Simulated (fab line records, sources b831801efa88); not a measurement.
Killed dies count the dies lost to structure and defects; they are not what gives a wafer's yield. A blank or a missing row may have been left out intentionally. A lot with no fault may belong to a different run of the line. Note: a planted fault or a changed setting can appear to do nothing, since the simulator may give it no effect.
Which of the tools did it? | flow sfq_line | 15 lots, 45 wafers sampled, at 6 steps of a route of 325

## WHAT THE GAUGES READ, wafer by wafer
The record lacks any reading of a measuring or inspecting step that a usual standard deviation could be used to judge.

## EACH LOT AND THE TOOL THAT RAN IT (in order: tool; ch and the chambers of the sampled wafers; start)
lot  | SFQ_TRILAYER_M2_BARC_OPEN_METAL_ETCH_077 | SFQ_TRILAYER_I2_VIA_BARC_OPEN_VIA_ETCH_096 | SFQ_TRILAYER_I2_VIA_ETCH_VIA_ETCH_070 | SFQ_TRILAYER_M3_LITHO_EXPOSE_076  | SFQ_TRILAYER_M3_STRIP_STRIP_079   | SFQ_TRILAYER_I3_VIA_STRIP_STRIP_089
L437 | rie_metal-03 ch 0,1, day 24 06:50        | rie_diel-03 ch 0,2,3, day 31 13:43         | rie_diel-03 ch 0,2,3, day 31 13:45    | krf_scanner-01 ch 0, day 38 00:04 | rie_metal-04 ch 0,1, day 38 01:35 | rie_metal-01 ch 0,1, day 44 10:24
L438 | rie_metal-01 ch 0,1, day 24 13:06        | rie_diel-03 ch 0,3, day 31 18:31           | rie_diel-03 ch 0,3, day 31 18:33      | krf_scanner-01 ch 0, day 38 07:04 | rie_metal-02 ch 0,1, day 38 08:35 | rie_metal-02 ch 0,1, day 44 17:24
L439 | rie_metal-01 ch 0,1, day 24 18:54        | rie_diel-03 ch 0,2,3, day 32 00:31         | rie_diel-03 ch 0,2,3, day 32 00:33    | krf_scanner-01 ch 0, day 38 12:52 | rie_metal-04 ch 0,1, day 38 14:35 | rie_metal-01 ch 0,1, day 45 03:00
L440 | rie_metal-01 ch 0,1, day 24 21:35        | rie_diel-03 ch 2,3, day 32 06:31           | rie_diel-03 ch 2,3, day 32 06:33      | krf_scanner-01 ch 0, day 38 20:16 | rie_metal-03 ch 0,1, day 38 21:47 | rie_metal-01 ch 0,1, day 45 09:28
L441 | rie_metal-04 ch 0,1, day 25 00:35        | rie_diel-04 ch 0,1,2, day 32 12:31         | rie_diel-04 ch 0,1,2, day 32 12:33    | krf_scanner-01 ch 0, day 38 23:40 | rie_metal-03 ch 0,1, day 39 01:23 | rie_metal-02 ch 0,1, day 45 14:16
L442 | rie_metal-04 ch 0,1, day 25 02:59        | rie_diel-03 ch 2,3, day 32 13:43           | rie_diel-03 ch 2,3, day 32 13:45      | krf_scanner-01 ch 0, day 39 02:04 | rie_metal-03 ch 0,1, day 39 03:47 | rie_metal-01 ch 0,1, day 45 16:40
L443 | rie_metal-01 ch 0, day 25 05:18          | rie_diel-01 ch 1,2, day 32 16:07           | rie_diel-01 ch 1,2, day 32 16:09      | krf_scanner-01 ch 0, day 39 04:40 | rie_metal-04 ch 0,1, day 39 06:11 | rie_metal-03 ch 0,1, day 45 19:04
L450 | rie_metal-03 ch 1, day 37 10:14          | rie_diel-01 ch 1,3, day 38 06:13           | rie_diel-01 ch 1,3, day 38 06:16      | krf_scanner-02, day 43 20:48      | rie_metal-03 ch 0,1, day 43 22:19 | rie_metal-03 ch 0,1, day 49 19:19
L451 | rie_metal-03 ch 0,1, day 38 07:25        | rie_diel-01 ch 0,1,2, day 39 07:22         | rie_diel-01 ch 0,1,2, day 39 07:25    | krf_scanner-01, day 44 19:19      | rie_metal-02 ch 0,1, day 44 21:02 | rie_metal-01 ch 0,1, day 50 13:27
L452 | rie_metal-01 ch 0,1, day 39 01:23        | rie_diel-01 ch 0,1, day 40 06:14           | rie_diel-01 ch 0,1, day 40 06:17      | krf_scanner-02, day 44 21:06      | rie_metal-02 ch 0,1, day 44 22:37 | rie_metal-03 ch 0,1, day 50 14:51
L456 | rie_metal-01 ch 1, day 39 21:35          | rie_diel-01 ch 0,3, day 46 10:31           | rie_diel-01 ch 0,3, day 46 10:34      | krf_scanner-01 ch 0, day 46 12:30 | rie_metal-04 ch 1, day 46 14:13   | rie_metal-03 ch 0,1, day 52 06:11
L457 | rie_metal-03 ch 0,1, day 40 04:46        | rie_diel-01 ch 1,2,3, day 46 16:31         | rie_diel-01 ch 1,2,3, day 46 16:34    | krf_scanner-01 ch 0, day 46 18:31 | rie_metal-03 ch 0,1, day 46 20:14 | rie_metal-02 ch 0,1, day 52 07:23
L458 | rie_metal-03 ch 0,1, day 40 08:23        | rie_diel-03 ch 0,1,2, day 46 20:07         | rie_diel-03 ch 0,1,2, day 46 20:10    | krf_scanner-01 ch 0, day 52 08:08 | rie_metal-02 ch 0,1, day 52 09:51 | rie_metal-03 ch 0,1, day 52 18:04
L459 | rie_metal-03 ch 0,1, day 40 17:00        | rie_diel-01 ch 0,1,2, day 47 03:27         | rie_diel-01 ch 0,1,2, day 47 03:29    | krf_scanner-01 ch 0, day 52 14:08 | rie_metal-03 ch 0,1, day 52 15:51 | rie_metal-03 ch 0,1, day 53 06:11
L460 | rie_metal-04 ch 0,1, day 40 18:12        | rie_diel-03 ch 1,2,3, day 47 07:03         | rie_diel-03 ch 1,2,3, day 47 07:05    | krf_scanner-01 ch 0, day 52 17:44 | rie_metal-02 ch 1, day 52 19:27   | rie_metal-02 ch 1, day 53 07:56
- SFQ_TRILAYER_M2_BARC_OPEN_METAL_ETCH_077: etches BARC in O2, target depth 125 nm, time 41.7 s.
- SFQ_TRILAYER_I2_VIA_BARC_OPEN_VIA_ETCH_096: etches BARC in O2, target depth 125 nm, time 41.7 s.
- SFQ_TRILAYER_I2_VIA_ETCH_VIA_ETCH_070: etches SiO2 in CHF3, stops on Nb, target depth 260 nm.
- SFQ_TRILAYER_M3_LITHO_EXPOSE_076: exposes mask M3, target cd 500 nm.
- SFQ_TRILAYER_M3_STRIP_STRIP_079: strips in O2.
- SFQ_TRILAYER_I3_VIA_STRIP_STRIP_089: strips in O2.

## WHAT THE TOOLS THEMSELVES READ (means of the sampled wafers that have a number; where no wafer has one, the mark that the record gives instead)
SFQ_TRILAYER_M2_BARC_OPEN_METAL_ETCH_077. Usual: bias_w 80.02 W, standard deviation 0.24; chamber_pressure_mTorr 10.000 mTorr, standard deviation 0.0094; drypump_motor_current_A 6.0 A, standard deviation 0.41; oes_product_au 0.685 a.u., standard deviation 0.0044.
lot  | tool         | bias_w (W) | chamber_pressure_mTorr (mTorr) | drypump_motor_current_A (A) | oes_product_au (a.u.) | flag
L437 | rie_metal-03 | 79.82      | 10.003                         | 6.0                         | 0.681                 |
L438 | rie_metal-01 | 80.28      | 9.998                          | 6.1                         | 0.686                 |
L439 | rie_metal-01 | 80.17      | 9.997                          | 6.1                         | 0.683                 |
L440 | rie_metal-01 | 80.35      | 10.000                         | 6.1                         | 0.679                 |
L441 | rie_metal-04 | 80.10      | 10.007                         | 5.3                         | 0.686                 |
L442 | rie_metal-04 | 79.93      | 9.999                          | 5.6                         | 0.685                 |
L443 | rie_metal-01 | 79.75      | 9.997                          | 6.5                         | 0.682                 |
L450 | rie_metal-03 | 79.99      | 10.005                         | 6.0                         | 0.688                 |
L451 | rie_metal-03 | 79.85      | 9.999                          | 6.1                         | 0.681                 |
L452 | rie_metal-01 | 79.94      | 9.991                          | 6.1                         | 0.685                 |
L456 | rie_metal-01 | 80.23      | 10.006                         | 5.9                         | 0.687                 |
L457 | rie_metal-03 | 79.98      | 9.991                          | 6.1                         | 0.684                 |
L458 | rie_metal-03 | 80.07      | 10.001                         | 6.1                         | 0.685                 |
L459 | rie_metal-03 | 80.06      | 10.005                         | 6.0                         | 0.688                 |
L460 | rie_metal-04 | 80.26      | 10.004                         | 5.3                         | 0.681                 |

SFQ_TRILAYER_I2_VIA_BARC_OPEN_VIA_ETCH_096. Usual: bias_w 79.98 W, standard deviation 0.24; chamber_pressure_mTorr 30.000 mTorr, standard deviation 0.027; drypump_motor_current_A 5.7 A, standard deviation 0.36; oes_product_au 0.685 a.u., standard deviation 0.0044.
lot  | tool        | bias_w (W) | chamber_pressure_mTorr (mTorr) | drypump_motor_current_A (A) | oes_product_au (a.u.) | flag
L437 | rie_diel-03 | 80.11      | 29.989                         | 5.6                         | 0.685                 |
L438 | rie_diel-03 | 80.17      | 30.018                         | 5.5                         | 0.683                 |
L439 | rie_diel-03 | 79.79      | 29.984                         | 5.6                         | 0.688                 |
L440 | rie_diel-03 | 79.82      | 30.015                         | 5.8                         | 0.685                 |
L441 | rie_diel-04 | 79.84      | 29.998                         | 5.3                         | 0.685                 |
L442 | rie_diel-03 | 80.03      | 29.981                         | 5.9                         | 0.682                 |
L443 | rie_diel-01 | 79.85      | 29.994                         | 6.1                         | 0.688                 |
L450 | rie_diel-01 | -          | -                              | -                           | -                     | OFF
L451 | rie_diel-01 | -          | -                              | -                           | -                     | OFF
L452 | rie_diel-01 | -          | -                              | -                           | -                     | OFF
L456 | rie_diel-01 | 80.07      | 29.972                         | 5.6                         | 0.686                 |
L457 | rie_diel-01 | 79.91      | 30.031                         | 6.0                         | 0.688                 |
L458 | rie_diel-03 | 79.91      | 29.994                         | 5.6                         | 0.684                 |
L459 | rie_diel-01 | 80.07      | 29.997                         | 5.8                         | 0.687                 |
L460 | rie_diel-03 | 80.26      | 29.996                         | 5.9                         | 0.685                 |

SFQ_TRILAYER_I2_VIA_ETCH_VIA_ETCH_070. Usual: bias_w 79.99 W, standard deviation 0.24; chamber_pressure_mTorr 30.004 mTorr, standard deviation 0.027; drypump_motor_current_A 5.7 A, standard deviation 0.36; oes_product_au 0.855 a.u., standard deviation 0.0054.
lot  | tool        | bias_w (W) | chamber_pressure_mTorr (mTorr) | drypump_motor_current_A (A) | oes_product_au (a.u.) | flag
L437 | rie_diel-03 | 79.91      | 29.993                         | 5.6                         | 0.859                 |
L438 | rie_diel-03 | 79.85      | 29.968                         | 5.5                         | 0.859                 |
L439 | rie_diel-03 | 80.15      | 30.004                         | 5.7                         | 0.850                 |
L440 | rie_diel-03 | 80.03      | 29.984                         | 5.8                         | 0.857                 |
L441 | rie_diel-04 | 80.07      | 30.011                         | 5.3                         | 0.860                 |
L442 | rie_diel-03 | 80.02      | 30.011                         | 5.9                         | 0.857                 |
L443 | rie_diel-01 | 80.01      | 29.995                         | 6.1                         | 0.853                 |
L450 | rie_diel-01 | 80.41      | 29.999                         | 5.8                         | 0.371                 | OFF
L451 | rie_diel-01 | 80.03      | 30.003                         | 5.8                         | 0.376                 | OFF
L452 | rie_diel-01 | 79.81      | 29.993                         | 5.7                         | 0.375                 | OFF
L456 | rie_diel-01 | 80.09      | 30.028                         | 5.5                         | 0.856                 |
L457 | rie_diel-01 | 80.12      | 30.013                         | 6.0                         | 0.851                 |
L458 | rie_diel-03 | 80.02      | 30.008                         | 5.6                         | 0.855                 |
L459 | rie_diel-01 | 79.92      | 30.033                         | 5.8                         | 0.855                 |
L460 | rie_diel-03 | 80.09      | 30.003                         | 5.9                         | 0.859                 |

SFQ_TRILAYER_M3_LITHO_EXPOSE_076. Usual: exposure_dose_mJ_cm2 14.397, standard deviation 0.013; focus_offset_nm 0.0 nm, standard deviation 0.53.
lot  | tool           | exposure_dose_mJ_cm2 | focus_offset_nm (nm) | flag
L437 | krf_scanner-01 | 14.397               | 0.4                  |
L438 | krf_scanner-01 | 14.408               | 0.0                  |
L439 | krf_scanner-01 | 14.399               | 0.7                  |
L440 | krf_scanner-01 | 14.399               | -0.2                 |
L441 | krf_scanner-01 | 14.406               | -0.0                 |
L442 | krf_scanner-01 | 14.417               | 0.3                  |
L443 | krf_scanner-01 | 14.385               | 0.2                  |
L450 | krf_scanner-02 | -                    | -                    | OFF
L451 | krf_scanner-01 | -                    | -                    | OFF
L452 | krf_scanner-02 | -                    | -                    | OFF
L456 | krf_scanner-01 | 14.419               | 0.1                  |
L457 | krf_scanner-01 | 14.399               | 0.3                  |
L458 | krf_scanner-01 | 14.415               | 0.0                  |
L459 | krf_scanner-01 | 14.390               | -0.2                 |
L460 | krf_scanner-01 | 14.389               | 0.4                  |

SFQ_TRILAYER_M3_STRIP_STRIP_079. Usual: drypump_motor_current_A 5.8 A, standard deviation 0.39; oes_product_au 1.000 a.u., standard deviation 0.0085.
lot  | tool         | drypump_motor_current_A (A) | oes_product_au (a.u.) | flag
L437 | rie_metal-04 | 5.6                         | 0.998                 |
L438 | rie_metal-02 | 5.7                         | 0.997                 |
L439 | rie_metal-04 | 5.4                         | 1.003                 |
L440 | rie_metal-03 | 6.1                         | 0.999                 |
L441 | rie_metal-03 | 6.1                         | 1.010                 |
L442 | rie_metal-03 | 6.1                         | 1.006                 |
L443 | rie_metal-04 | 5.6                         | 1.004                 |
L450 | rie_metal-03 | 6.0                         | 1.003                 |
L451 | rie_metal-02 | 6.0                         | 0.989                 |
L452 | rie_metal-02 | 5.7                         | 0.998                 |
L456 | rie_metal-04 | 5.9                         | 1.003                 |
L457 | rie_metal-03 | 6.1                         | 1.006                 |
L458 | rie_metal-02 | 5.7                         | 1.001                 |
L459 | rie_metal-03 | 6.1                         | 1.001                 |
L460 | rie_metal-02 | 5.5                         | 0.991                 |

SFQ_TRILAYER_I3_VIA_STRIP_STRIP_089. Usual: drypump_motor_current_A 6.02 A, standard deviation 0.29; oes_product_au 0.998 a.u., standard deviation 0.0078.
lot  | tool         | drypump_motor_current_A (A) | oes_product_au (a.u.) | flag
L437 | rie_metal-01 | 6.07                        | 0.998                 |
L438 | rie_metal-02 | 5.70                        | 0.990                 |
L439 | rie_metal-01 | 6.25                        | 0.991                 |
L440 | rie_metal-01 | 6.10                        | 0.998                 |
L441 | rie_metal-02 | 6.00                        | 0.991                 |
L442 | rie_metal-01 | 6.27                        | 0.994                 |
L443 | rie_metal-03 | 6.02                        | 1.003                 |
L450 | rie_metal-03 | 6.06                        | 1.006                 |
L451 | rie_metal-01 | 6.24                        | 0.998                 |
L452 | rie_metal-03 | 6.06                        | 1.003                 |
L456 | rie_metal-03 | 6.03                        | 1.001                 |
L457 | rie_metal-02 | 5.73                        | 0.997                 |
L458 | rie_metal-03 | 6.02                        | 1.005                 |
L459 | rie_metal-03 | 6.05                        | 1.009                 |
L460 | rie_metal-02 | 5.43                        | 0.997                 |

## THE ANSWER, worked out from the rows above alone
Rule: lot off if the mean of its wafers having a number is beyond 3 standard deviations from the usual mean. A lot without any number at a reading at which 4 lots or more have one is off too. The other lots that the step has rows for count as sound. After the gauges, taken in route order, come the tools' own readings; for these a lot's mean is taken, as printed above. At the first step where some lot is off, the reading lying furthest off is the one used; lots without a number count as furthest.
Off, at SFQ_TRILAYER_I2_VIA_BARC_OPEN_VIA_ETCH_096 on bias_w: L450, L451, L452. Without a number there: L450, L451, L452.
If a tool, at that step or one of the process steps before it, ran each lot that is off and ran no sound lot following the first of them, it fits. Of those tried, none fits.

## WHAT HAD BEEN PUT IN BY THE SIMULATOR
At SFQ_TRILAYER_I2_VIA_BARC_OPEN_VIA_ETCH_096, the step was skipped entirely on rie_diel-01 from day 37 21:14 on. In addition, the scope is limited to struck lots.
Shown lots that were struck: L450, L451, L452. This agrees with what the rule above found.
